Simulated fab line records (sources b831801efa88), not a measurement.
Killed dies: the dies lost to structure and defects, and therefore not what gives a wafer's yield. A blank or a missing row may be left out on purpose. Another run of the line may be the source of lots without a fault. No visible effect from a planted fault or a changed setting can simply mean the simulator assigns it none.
Chamber matching ; flow gf180mcu ; 4 sister chambers for GF_V1_CMP_26 on cmp-02
The step polishes, stops on SiO2, t overpolish 15 s, target thk 0 nm. 8 wafers are shown with their chamber, then 8 later ones without.

== WAFERS, EACH WITH ITS CHAMBER ==
wafer;chamber;motorCurrentA (A);timeToEndpointS (s)
L691.3;0;10.7;79
L692.6;3;12.4;85
L697.6;2;12.8;84
L701.2;2;12.6;87
L703.2;1;8.9;86
L703.5;3;12.0;82
L703.6;0;10.7;81
L704.1;1;9.2;85

== WAFERS WITH NO CHAMBER GIVEN ==
wafer;motorCurrentA (A);timeToEndpointS (s)
L704.4;10.3;80
L704.6;11.4;84
L713.1;9.5;90
L713.3;12.2;86
L713.6;12.7;88
L714.2;9.9;81
L714.3;9.0;84
L714.4;11.6;80

== THE CHAMBER EACH PASSED THROUGH ==
wafer;from the rows above;in truth
L704.4;0;0
L704.6;can't be placed: 3 or 0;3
L713.1;1;1
L713.3;can't be placed: 3 or 2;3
L713.6;2;2
L714.2;can't be placed: 0 or 1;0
L714.3;1;1
L714.4;can't be placed: 3 or 0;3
Correctly placed: 4 of 8. Not placeable from these rows: 4 (in 4, the candidates include the true chamber). Wrongly placed: 0.
How it was worked out, from the rows above alone: a wafer's distance from a chamber is the root of the sum, over the readings, of the square of ((its reading less the chamber's mean) divided by the reading's scatter). If the next closest chamber is less than 2 further off than the closest, the wafer can't be placed; otherwise it belongs to the closest. For every chamber, the mean is computed from those of its wafers that are shown. The scatter: take each reading less its chamber's mean, square it, sum over the shown wafers, divide by the number of wafers less the number of chambers, and take the root.
